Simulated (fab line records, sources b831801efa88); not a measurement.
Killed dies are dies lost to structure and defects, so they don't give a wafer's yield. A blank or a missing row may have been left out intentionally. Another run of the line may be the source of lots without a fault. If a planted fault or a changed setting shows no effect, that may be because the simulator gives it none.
Matching of chambers	flow gf180mcu	GF_V3_ETCH_16 on rie diel-03: 4 sister chambers
The step etches BARC in N2/H2. 18 wafers are shown with their chamber, then 9 later ones without.

## WAFERS, EACH WITH ITS CHAMBER
wafer	chamber	drypump motor current A (A)	oes product au (a.u.)	throttle valve pct (%)
L076.1	0	6.0	0.853	13.223
L076.2	1	5.8	0.853	13.205
L076.5	3	5.5	0.857	13.249
L077.1	1	5.8	0.854	13.230
L077.4	2	5.6	0.853	13.230
L077.6	0	6.0	0.859	13.209
L078.2	0	6.0	0.864	13.224
L078.5	3	5.5	0.864	13.223
L078.6	0	6.0	0.859	13.221
L082.1	0	5.9	0.851	13.222
L082.3	2	5.6	0.857	13.224
L082.4	1	5.8	0.847	13.229
L083.3	3	5.5	0.853	13.221
L083.4	0	5.9	0.849	13.214
L083.6	0	5.9	0.856	13.223
L085.4	1	5.8	0.852	13.214
L085.5	3	5.5	0.858	13.234
L085.6	0	6.0	0.850	13.230

SIGNATURES (means of the wafers above)
reading	chamber 0	chamber 1	chamber 2	chamber 3	scatter within a chamber
drypump motor current A	5.963	5.800	5.600	5.500	0.0366
oes product au	0.85513	0.85150	0.85500	0.85800	0.00458
throttle valve pct	13.22075	13.21950	13.22700	13.23175	0.00943
Rule: a wafer lies at a distance from a chamber equal to the root of the sum of squares, over the readings, of (its reading less the chamber's mean, divided by the reading's scatter). If the next closest chamber is less than 2 further off than the closest, the wafer can't be placed; otherwise it belongs to the closest. The scatter: take each reading less its chamber's mean, square it, sum over the shown wafers, divide by the number of wafers less the number of chambers, and take the root.

## WAFERS WITHOUT THEIR CHAMBER
wafer	drypump motor current A (A)	oes product au (a.u.)	throttle valve pct (%)
L087.1	5.9	0.852	13.222
L087.2	5.5	0.851	13.237
L087.6	5.8	0.851	13.220
L088.2	5.6	0.847	13.216
L088.3	5.5	0.859	13.218
L088.6	5.8	0.855	13.209
L091.2	5.5	0.856	13.227
L091.5	5.9	0.854	13.230
L091.6	5.8	0.856	13.248

## THE CHAMBER EACH PASSED THROUGH
wafer	from the rows above	in truth
L087.1	can't be placed: 0 or 1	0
L087.2	can't be placed: 3 or 2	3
L087.6	1	1
L088.2	can't be placed: 2 or 3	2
L088.3	can't be placed: 3 or 2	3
L088.6	1	1
L091.2	3	3
L091.5	can't be placed: 0 or 1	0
L091.6	1	1
4 of 9 placed correctly. Cannot be placed on the basis of these rows: 5; the candidates contain the true chamber in 5. Placed wrongly: 0.
